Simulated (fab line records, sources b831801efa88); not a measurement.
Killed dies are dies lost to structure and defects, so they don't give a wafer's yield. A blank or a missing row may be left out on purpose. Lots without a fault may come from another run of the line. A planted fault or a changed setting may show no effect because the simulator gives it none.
Which tool did it? | flow sky130 | 11 lots, 33 wafers sampled, at 6 steps of a route of 708

WHAT THE GAUGES READ, wafer by wafer
SKY_LDD_N_TW_MEAS_17.
lot  | measured     | on            | LDD_N_TW
L544 | day 18 06:05 | film_metro-02 | 2585 2601 2594
L547 | day 19 08:50 | film_metro-02 | 2591 2585 2597
L548 | day 20 11:06 | film_metro-03 | 2465 2454 2469
L549 | day 20 12:17 | film_metro-03 | 2543 2542 2519
L551 | day 21 02:47 | film_metro-03 | 2459 2451 2462
L559 | day 23 14:43 | film_metro-02 | 2596 2601 2599
L561 | day 24 11:38 | film_metro-04 | 2535 2525 2548
L562 | day 24 22:17 | film_metro-03 | 2511 2540 2521
L563 | day 25 02:14 | film_metro-04 | 2562 2558 2545
L565 | day 25 21:15 | film_metro-03 | 2526 2530 2530
L566 | day 26 02:35 | film_metro-03 | 2537 2551 2523

SKY_LDD_P_CD_MEAS_07: target cd 380 nm.
lot  | measured     | on        | cd_nm (nm)
L544 | day 19 12:19 | cd_sem-01 | 380.2 381.7 378.1
L547 | day 20 15:47 | cd_sem-01 | 378.9 378.9 379.9
L548 | day 21 17:35 | cd_sem-01 | 378.4 377.6 378.7
L549 | day 21 19:24 | cd_sem-02 | 379.6 380.8 381.1
L551 | day 22 09:17 | cd_sem-02 | 379.4 379.9 378.3
L559 | day 24 20:32 | cd_sem-02 | 376.4 378.2 379.2
L561 | day 25 17:05 | cd_sem-02 | 378.5 379.6 377.6
L562 | day 26 03:44 | cd_sem-01 | 376.4 378.3 378.4
L563 | day 26 07:43 | cd_sem-01 | 381.3 382.0 382.9
L565 | day 27 02:32 | cd_sem-01 | 382.1 382.7 380.7
L566 | day 27 08:44 | cd_sem-01 | 380.4 382.6 381.5

SKY_LDD_P_TW_MEAS_11.
lot  | measured     | on            | LDD_P_TW
L544 | day 19 12:44 | film_metro-04 | 622 621 623
L547 | day 20 16:12 | film_metro-01 | 635 638 635
L548 | day 21 17:58 | film_metro-01 | 636 636 639
L549 | day 21 19:48 | film_metro-01 | 639 636 634
L551 | day 22 09:42 | film_metro-03 | 625 628 625
L559 | day 24 20:55 | film_metro-03 | 624 624 624
L561 | day 25 17:30 | film_metro-03 | 625 622 620
L562 | day 26 04:09 | film_metro-04 | 627 631 631
L563 | day 26 08:07 | film_metro-01 | 638 640 637
L565 | day 27 02:55 | film_metro-01 | 632 634 633
L566 | day 27 09:11 | film_metro-03 | 620 622 622

WHICH TOOL RAN EACH LOT (tool, then ch and the chambers of the sampled wafers, then the start)
lot  | SKY_RES_PROTECT_STRIP_07             | SKY_LDD_N_IMPLANT_09            | SKY_LDD_N_STRIP_16
L544 | plasma_asher-01 ch 0,1, day 15 14:18 | implanter-02 ch 0, day 18 04:58 | plasma_asher-02 ch 0,1, day 18 05:59
L547 | plasma_asher-02 ch 0,1, day 16 16:57 | implanter-02 ch 0, day 19 07:41 | plasma_asher-02 ch 0,1, day 19 08:44
L548 | plasma_asher-01 ch 0,1, day 17 15:20 | implanter-02 ch 0, day 20 09:59 | plasma_asher-02 ch 0,1, day 20 11:01
L549 | plasma_asher-04 ch 0,1, day 17 15:36 | implanter-04 ch 0, day 20 11:08 | plasma_asher-03 ch 0,1, day 20 12:11
L551 | plasma_asher-02 ch 0,1, day 18 08:08 | implanter-02 ch 0, day 21 01:38 | plasma_asher-04 ch 1, day 21 02:41
L559 | plasma_asher-01 ch 0,1, day 20 21:37 | implanter-01 ch 0, day 23 13:37 | plasma_asher-02 ch 0,1, day 23 14:37
L561 | plasma_asher-02 ch 0,1, day 21 17:51 | implanter-02 ch 0, day 24 10:29 | plasma_asher-03 ch 0,1, day 24 11:32
L562 | plasma_asher-02 ch 0,1, day 22 03:44 | implanter-02 ch 0, day 24 21:08 | plasma_asher-02 ch 0,1, day 24 22:11
L563 | plasma_asher-04 ch 0,1, day 22 07:17 | implanter-02 ch 0, day 25 01:07 | plasma_asher-03 ch 0,1, day 25 02:08
L565 | plasma_asher-04 ch 0,1, day 23 03:53 | implanter-01 ch 0, day 25 20:08 | plasma_asher-02 ch 0,1, day 25 21:10
L566 | plasma_asher-04 ch 0,1, day 23 10:26 | implanter-01 ch 0, day 26 01:26 | plasma_asher-03 ch 0,1, day 26 02:29
- SKY_RES_PROTECT_STRIP_07: strips in O2/N2.
- SKY_LDD_N_IMPLANT_09
- SKY_LDD_N_STRIP_16: strips in O2/N2.

WHAT THE TOOLS THEMSELVES READ (means of the sampled wafers that have a number; where no wafer has one, the mark that the record gives instead)
SKY_RES_PROTECT_STRIP_07.
lot  | tool            | drypump_motor_current_A (A) | o2_flow_sccm (sccm) | oes_product_au (a.u.) | strip_time_to_endpoint_s (s)
L544 | plasma_asher-01 | 5.6                         | 3007                | 0.512                 | 23.17
L547 | plasma_asher-02 | 5.2                         | 3001                | 0.520                 | 23.30
L548 | plasma_asher-01 | 5.7                         | 2994                | 0.525                 | 23.31
L549 | plasma_asher-04 | 5.2                         | 3003                | 0.522                 | 23.36
L551 | plasma_asher-02 | 5.1                         | 2994                | 0.519                 | 23.28
L559 | plasma_asher-01 | 5.6                         | 3005                | 0.518                 | 23.33
L561 | plasma_asher-02 | 5.1                         | 2994                | 0.518                 | 23.24
L562 | plasma_asher-02 | 5.2                         | 2997                | 0.513                 | 23.29
L563 | plasma_asher-04 | 5.7                         | 3001                | 0.520                 | 23.27
L565 | plasma_asher-04 | 5.7                         | 2990                | 0.519                 | 23.25
L566 | plasma_asher-04 | 5.7                         | 3002                | 0.517                 | 23.28

SKY_LDD_N_IMPLANT_09.
lot  | tool         | dose_ions_cm2 | faraday_current_uA
L544 | implanter-02 | 7.508e+13     | 427
L547 | implanter-02 | 7.495e+13     | 423
L548 | implanter-02 | 3.211e+13     | 182
L549 | implanter-04 | 7.500e+13     | 416
L551 | implanter-02 | 3.208e+13     | 181
L559 | implanter-01 | 7.495e+13     | 413
L561 | implanter-02 | 7.505e+13     | 427
L562 | implanter-02 | 7.503e+13     | 415
L563 | implanter-02 | 7.495e+13     | 427
L565 | implanter-01 | 7.499e+13     | 419
L566 | implanter-01 | 7.489e+13     | 427

SKY_LDD_N_STRIP_16.
lot  | tool            | drypump_motor_current_A (A) | o2_flow_sccm (sccm) | oes_product_au (a.u.) | strip_time_to_endpoint_s (s)
L544 | plasma_asher-02 | 5.2                         | 3005                | 0.407                 | 4.312
L547 | plasma_asher-02 | 5.1                         | 3006                | 0.408                 | 4.337
L548 | plasma_asher-02 | 5.2                         | 2996                | 0.407                 | 4.192
L549 | plasma_asher-03 | 6.0                         | 3008                | 0.406                 | 4.309
L551 | plasma_asher-04 | 6.1                         | 3003                | 0.407                 | 4.202
L559 | plasma_asher-02 | 5.1                         | 2999                | 0.409                 | 4.329
L561 | plasma_asher-03 | 6.1                         | 3002                | 0.409                 | 4.328
L562 | plasma_asher-02 | 5.2                         | 2994                | 0.411                 | 4.316
L563 | plasma_asher-03 | 6.0                         | 3004                | 0.408                 | 4.327
L565 | plasma_asher-02 | 5.2                         | 2996                | 0.410                 | 4.308
L566 | plasma_asher-03 | 6.0                         | 2992                | 0.406                 | 4.288

THE ANSWER, worked out from the rows above alone
Rule: what is usual is taken from the lots themselves. Put in order of their means at a reading, lots are off if they are a third of the lots or fewer, leave a main group of 4 or more, and stand apart from it by a gap of 3 or more times the standard deviation of the main group's means; of several such gaps the widest counts. A main group whose means are all the same, to the digits that the tables above print for the reading, isn't used. A lot without any number at a reading at which 4 lots or more have one is off too. The other lots that the step has rows for count as sound. The gauges are gone through in route order, then the tools' own readings, and for those a lot's mean is taken as printed above. The first step at which some lot is off is used, and at that step the reading that is off furthest; a lot without a number counts as furthest.
Off: L548, L551, at SKY_LDD_N_IMPLANT_09 (dose_ions_cm2). The main group: mean 7.499e+13, standard deviation 5.6e+10.
A tool fits if, at that step or a process step before it, it ran every lot that is off, and no sound lot after the first of them. None of those tried fits.

WHAT THE SIMULATOR HAD PUT IN
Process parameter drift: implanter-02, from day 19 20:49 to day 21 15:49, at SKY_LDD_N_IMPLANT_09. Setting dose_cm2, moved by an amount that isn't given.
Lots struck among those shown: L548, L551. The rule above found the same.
